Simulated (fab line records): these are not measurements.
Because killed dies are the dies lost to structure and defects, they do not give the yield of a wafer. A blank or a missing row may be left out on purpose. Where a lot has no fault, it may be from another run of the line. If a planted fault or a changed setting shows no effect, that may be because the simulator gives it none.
fab line records -- flow sky130 -- part 2 of 2: steps 27 to 38 of 38
record: lots: 5, wafers: 15, lastDay: 50
route steps=708 shown CAP2M@617 METAL4@621 VIA4@639
lots that met no fault: taken from a fault-free run of the same line
startH: hours from the record's opening day to when the first of the lot's shown wafers began -- waitH: hours elapsed since this lot's preceding step -- " unchanged from the row above -- L1.1+2: several wafers, shown together as one row -- - either no value or no given start -- * or withheld: withheld -- < > ~ a bound
route shown NAME@n: names a module that has steps shown in the file, with the first one's number in the route -- usual: mean/standard deviation taken from wafers without a fault -- same: alike in all rows -- chamber/n: place in a boat -- sites: the reading at each site -- _std_site: standard deviation of those values -- _edge_site: the outer-site mean with the inner-site mean subtracted -- radiusMm: how far each site lies from the wafer's centre -- mask NAME#n: copy n -- behind: the most recent tool/chamber to have shaped the wafer -- hold: why the lot went on hold/how many hours it stayed there/how the hold came to an end -- device: the transistor (n, p or np) that didn't switch -- end of line: tests run on the same wafers once the route is complete -- a step given without rows: its recipe and nothing more -- killed: dies that structure and defects cost at the first sort, which is not the same as the wafer's yield -- map: the dies of a wafer, with x for killed, . for not killed, _ for no die there
set.NAME: the setting that was run; set.NAME@STEP: the one run at that earlier step -- model.NAME: the simulator's own value behind a step, which no gauge read
lots at some steps of the route; a table a step, a row a wafer
services: the hour from which a tool's chamber was out of use, counted from the record's first day as startH (under 0 if before that day), plus the number of hours and why
== steps ==
step: SKY_VIA4_DEHYDRATE_04
recipe: tempC: 200, timeS: 60
usual: exhaustPa: 45.1/0.85
lot.wafer,tool,chamber,startH,waitH,exhaustPa
L074.2,lithoTrack-02,0,990.05,11.8,43.6
L074.3,lithoTrack-02,0,990.05,11.8,44.5
L074.4,lithoTrack-02,0,990.05,11.8,44.5
L083.4,lithoTrack-03,0,1045.89,10.3,44.1
L083.5,lithoTrack-03,0,1045.89,10.3,45.1
L083.6,lithoTrack-03,0,1045.89,10.3,45.5
L087.3,lithoTrack-03,0,1068.82,9.6,45.8
L087.4,lithoTrack-03,0,1068.82,9.6,46.4
L087.6,lithoTrack-03,0,1068.82,9.6,45.2
L089.2,lithoTrack-03,0,1081.04,9.6,45.0
L089.4,lithoTrack-03,0,1081.04,9.6,44.4
L089.6,lithoTrack-03,0,1081.04,9.6,44.1
L096.1,lithoTrack-03,0,1124.62,9.5,46.7
L096.2,lithoTrack-03,0,1124.62,9.5,47.5
L096.3,lithoTrack-03,0,1124.62,9.5,45.0
step: SKY_VIA4_HMDS_05
recipe: primeTimeS: 60, primeTempC: 120
usual: exhaustPa: 45.0/0.89
lot.wafer,tool,chamber,startH,waitH,exhaustPa
L074.2,lithoTrack-02,0,990.20,0.1,43.2
L074.3,lithoTrack-02,0,990.20,0.1,44.8
L074.4,lithoTrack-02,0,990.20,0.1,42.8
L083.4,lithoTrack-03,0,1046.04,0.1,45.7
L083.5,lithoTrack-03,0,1046.04,0.1,45.8
L083.6,lithoTrack-03,0,1046.04,0.1,44.2
L087.3,lithoTrack-03,0,1068.97,0.1,44.8
L087.4,lithoTrack-03,0,1068.97,0.1,45.6
L087.6,lithoTrack-03,0,1068.97,0.1,44.7
L089.2,lithoTrack-03,0,1081.19,0.1,44.8
L089.4,lithoTrack-03,0,1081.19,0.1,45.7
L089.6,lithoTrack-03,0,1081.19,0.1,45.9
L096.1,lithoTrack-03,0,1124.77,0.1,45.5
L096.2,lithoTrack-03,0,1124.77,0.1,45.8
L096.3,lithoTrack-03,0,1124.77,0.1,46.3
step: SKY_VIA4_COAT_06
recipe: resist: NOVOLAK, spinRpm: 3000, resistThkNm: 1140
usual: exhaustPa: 45.1/0.91
lot.wafer,tool,chamber,startH,waitH,exhaustPa
L074.2,lithoTrack-02,0,990.35,0.1,43.8
L074.3,lithoTrack-02,0,990.35,0.1,46.2
L074.4,lithoTrack-02,0,990.35,0.1,45.5
L083.4,lithoTrack-03,0,1046.19,0.1,45.7
L083.5,lithoTrack-03,0,1046.19,0.1,46.9
L083.6,lithoTrack-03,0,1046.19,0.1,44.9
L087.3,lithoTrack-03,0,1069.12,0.1,44.4
L087.4,lithoTrack-03,0,1069.12,0.1,45.4
L087.6,lithoTrack-03,0,1069.12,0.1,45.4
L089.2,lithoTrack-03,0,1081.34,0.1,44.6
L089.4,lithoTrack-03,0,1081.34,0.1,46.5
L089.6,lithoTrack-03,0,1081.34,0.1,45.0
L096.1,lithoTrack-03,0,1124.92,0.1,44.3
L096.2,lithoTrack-03,0,1124.92,0.1,45.5
L096.3,lithoTrack-03,0,1124.92,0.1,45.8
step: SKY_VIA4_SOFTBAKE_07
recipe: tempC: 90, timeS: 60, resist: NOVOLAK
usual: exhaustPa: 45.3/0.92
lot.wafer,tool,chamber,startH,waitH,exhaustPa
L074.2,lithoTrack-02,0,990.50,0.1,44.1
L074.3,lithoTrack-02,0,990.50,0.1,44.7
L074.4,lithoTrack-02,0,990.50,0.1,45.3
L083.4,lithoTrack-03,0,1046.34,0.1,45.2
L083.5,lithoTrack-03,0,1046.34,0.1,45.8
L083.6,lithoTrack-03,0,1046.34,0.1,45.2
L087.3,lithoTrack-03,0,1069.27,0.1,44.6
L087.4,lithoTrack-03,0,1069.27,0.1,46.0
L087.6,lithoTrack-03,0,1069.27,0.1,46.5
L089.2,lithoTrack-03,0,1081.49,0.1,43.9
L089.4,lithoTrack-03,0,1081.49,0.1,44.6
L089.6,lithoTrack-03,0,1081.49,0.1,44.9
L096.1,lithoTrack-03,0,1125.07,0.1,45.2
L096.2,lithoTrack-03,0,1125.07,0.1,44.5
L096.3,lithoTrack-03,0,1125.07,0.1,44.4
step: SKY_VIA4_EXPOSE_08
recipe: maskId: VIM4, na: 0.6, sourceShape: conventional, sigmaOuter: 0.6, polarization: unpolarized, targetCdNm: 800, doseMj: 132
lot.wafer,tool,chamber,startH,waitH,mask
L074.2+3+4,ilineStepper-02,0,-,-,VIM4#0
L083.4+5+6,ilineStepper-02,0,-,-,VIM4#0
L087.3+4+6,ilineStepper-02,0,-,-,VIM4#0
L089.2+4+6,ilineStepper-01,0,-,-,VIM4#0
L096.1+2+3,ilineStepper-01,0,-,-,VIM4#0
step: SKY_VIA4_PEB_09
recipe: tempC: withheld, timeS: *, resist: NOVOLAK
usual: exhaustPa: 45.2/0.9
lot.wafer,tool,chamber,startH,waitH,exhaustPa
L074.2,lithoTrack-03,0,-,-,44.7
L074.3,lithoTrack-03,0,-,-,45.2
L074.4,lithoTrack-03,0,-,-,44.8
L083.4,lithoTrack-04,0,-,-,45.5
L083.5,lithoTrack-04,0,-,-,44.9
L083.6,lithoTrack-04,0,-,-,45.7
L087.3,lithoTrack-03,0,-,-,44.0
L087.4,lithoTrack-03,0,-,-,44.3
L087.6,lithoTrack-03,0,-,-,43.8
L089.2,lithoTrack-03,0,-,-,44.5
L089.4,lithoTrack-03,0,-,-,45.1
L089.6,lithoTrack-03,0,-,-,45.1
L096.1,lithoTrack-02,0,-,-,42.5
L096.2,lithoTrack-02,0,-,-,44.2
L096.3,lithoTrack-02,0,-,-,43.8
step: SKY_VIA4_DEVELOP_10
recipe: resist: NOVOLAK, developer: TMAH, developTimeS: 60, devTempC: 23
usual: exhaustPa: 44.7/0.8
lot.wafer,tool,chamber,startH,waitH,exhaustPa
L074.2,lithoTrack-03,0,1001.19,0.1,45.3
L074.3,lithoTrack-03,0,1001.19,0.1,45.2
L074.4,lithoTrack-03,0,1001.19,0.1,46.0
L083.4,lithoTrack-04,0,1057.78,0.1,44.5
L083.5,lithoTrack-04,0,1057.78,0.1,45.2
L083.6,lithoTrack-04,0,1057.78,0.1,43.5
L087.3,lithoTrack-03,0,1079.72,0.1,45.8
L087.4,lithoTrack-03,0,1079.72,0.1,44.3
L087.6,lithoTrack-03,0,1079.72,0.1,44.0
L089.2,lithoTrack-03,0,1091.44,0.1,44.8
L089.4,lithoTrack-03,0,1091.44,0.1,44.9
L089.6,lithoTrack-03,0,1091.44,0.1,44.0
L096.1,lithoTrack-02,0,1134.02,0.1,45.0
L096.2,lithoTrack-02,0,1134.02,0.1,45.8
L096.3,lithoTrack-02,0,1134.02,0.1,44.1
step: SKY_VIA4_OVL_MEAS_11
usual: VIA4_OVL: 1.0/1.5
lot.wafer,tool,chamber,startH,waitH,VIA4_OVL[nm]
L074.2,overlay-02,-,1001.32,0.1,0.5
L074.3,overlay-02,-,1001.32,0.1,0.3
L074.4,overlay-02,-,1001.32,0.1,0.6
L083.4,overlay-02,-,1057.87,0.1,-1.1
L083.5,overlay-02,-,1057.87,0.1,2.0
L083.6,overlay-02,-,1057.87,0.1,-0.8
L087.3,overlay-02,-,1079.83,0.1,1.6
L087.4,overlay-02,-,1079.83,0.1,0.8
L087.6,overlay-02,-,1079.83,0.1,2.5
L089.2,overlay-02,-,1091.57,0.1,-0.7
L089.4,overlay-02,-,1091.57,0.1,-0.2
L089.6,overlay-02,-,1091.57,0.1,0.0
L096.1,overlay-02,-,1134.17,0.1,1.9
L096.2,overlay-02,-,1134.17,0.1,1.9
L096.3,overlay-02,-,1134.17,0.1,2.3
step: SKY_VIA4_ETCH_12
recipe: target: SiO2, chemistry: C4F8/O2/Ar, stopOn: TiN, maskMaterial: NOVOLAK, sourceW: 1500, biasW: 1200, pressureMtorr: 40, c4f8FlowSccm: withheld, O2_flow_sccm: 6, Ar_flow_sccm: 300, timeS: withheld, targetDepthA: 5800
usual: oesProductAu: 0.926/0.0049
lot.wafer,tool,chamber,startH,waitH,oesProductAu
L074.2,rieDiel-01,1,1001.35,0.0,0.919
L074.3,rieDiel-01,2,1001.35,0.0,0.930
L074.4,rieDiel-01,0,1001.35,0.0,0.926
L083.4,rieDiel-02,1,1057.89,0.0,0.930
L083.5,rieDiel-02,1,1057.89,0.0,0.925
L083.6,rieDiel-02,0,1057.89,0.0,0.924
L087.3,rieDiel-02,2,1079.85,0.0,0.932
L087.4,rieDiel-02,3,1079.85,0.0,0.927
L087.6,rieDiel-02,2,1079.85,0.0,0.927
L089.2,rieDiel-01,1,1091.60,0.0,0.924
L089.4,rieDiel-01,2,1091.60,0.0,0.928
L089.6,rieDiel-01,3,1091.60,0.0,0.930
L096.1,rieDiel-04,0,1134.21,0.0,0.921
L096.2,rieDiel-04,2,1134.21,0.0,0.930
L096.3,rieDiel-04,3,1134.21,0.0,0.917
step: SKY_VIA4_STRIP_13
recipe: chemistry: O2/N2, powerW: 1400, pressureMtorr: 1500, platenTempC: withheld, o2FlowSccm: 3000, n2FlowSccm: 300, overashFraction: 0.5
usual: drypumpMotorCurrentA: 5.7/0.33, oesProductAu: 0.710/0.005, stripTimeToEndpointS: 12.810/0.029
lot.wafer,tool,chamber,startH,waitH,drypumpMotorCurrentA,oesProductAu,rfHoursCounterH,stripTimeToEndpointS
L074.2,plasmaAsher-01,1,1001.42,-,5.5,0.708,26,12.781
L074.3,plasmaAsher-01,0,1001.42,-,5.3,0.706,-,12.818
L074.4,plasmaAsher-01,1,1001.42,-,5.5,0.712,-,12.769
L083.4,plasmaAsher-01,1,1057.99,-,5.5,0.709,-,12.811
L083.5,plasmaAsher-01,1,1057.99,-,5.5,0.707,-,12.786
L083.6,plasmaAsher-01,0,1057.99,-,5.3,0.714,-,12.786
L087.3,plasmaAsher-04,0,1079.96,-,5.7,0.711,-,12.826
L087.4,plasmaAsher-04,1,1079.96,-,6.0,0.711,-,12.781
L087.6,plasmaAsher-04,1,1079.96,-,6.0,0.706,-,12.767
L089.2,plasmaAsher-01,0,1091.67,-,5.3,0.711,35,12.808
L089.4,plasmaAsher-01,1,1091.67,-,5.5,0.711,-,12.764
L089.6,plasmaAsher-01,0,1091.67,-,5.3,0.718,-,12.806
L096.1,plasmaAsher-04,0,1134.28,-,5.7,0.707,70,12.753
L096.2,plasmaAsher-04,1,1134.28,-,6.0,0.712,70,12.803
L096.3,plasmaAsher-04,0,1134.28,-,5.7,0.712,-,12.801
step: SKY_VIA4_STRIP_14
recipe: chemistry: postEtchResidueRemover, timeS: 1200, tempC: 72.5
lot.wafer,tool,chamber,startH,waitH
L074.2+3+4,wetBench-04,2,1001.52,0.1
L083.4+5+6,wetBench-04,2,1058.06,0.0
L087.3+4+6,wetBench-03,0,1080.02,0.0
L089.2+4+6,wetBench-01,1,1091.77,0.1
L096.1+2+3,wetBench-01,2,1134.38,0.1
step: SKY_VIA4_CLEAN_15
recipe: chemistry: IPA, timeS: 180, tempC: 25
lot.wafer,tool,chamber,startH,waitH
L074.2+3+4,wetBench-01,1,1001.87,0.0
L083.4+5+6,wetBench-04,1,1058.40,0.0
L087.3+4+6,wetBench-04,3,1080.37,0.0
L089.2+4+6,wetBench-04,1,1092.15,0.0
L096.1+2+3,wetBench-04,3,1134.76,0.0
== services ==
tool,chamber,startH,hours,kind
cmp-02,-,929.32,0.3,repair
rieMetal-01,-,942.61,0.2,repair
plasmaAsher-03,-,947.70,14.6,pm
wetBench-02,-,961.64,15.7,repair
rieDiel-01,1,965.47,10.7,repair
rieDiel-01,3,969.45,20.5,repair
hdpcvd-01,2,970.83,13.7,repair
hdpcvd-01,0,974.26,5.0,repair
rieDiel-01,1,977.86,4.1,repair
wetBench-03,-,982.76,2.6,repair
rieDiel-01,0,986.86,6.9,repair
cmp-02,-,988.06,0.8,repair
krfScanner-01,-,1007.44,0.8,pm
krfScanner-01,-,1021.52,1.0,pm
rieDiel-01,-,1022.07,1.1,repair
rieMetal-02,-,1037.84,0.4,repair
wetBench-01,-,1048.70,2.2,repair
plasmaAsher-03,-,1055.25,9.0,pm
wetBench-03,-,1055.86,1.6,repair
krfScanner-01,-,1056.28,1.3,pm
krfScanner-01,-,1085.15,36.0,pm
plasmaAsher-01,-,1088.07,0.4,repair
rieDiel-01,1,1120.20,11.9,repair
rieMetal-03,1,1123.39,12.9,repair
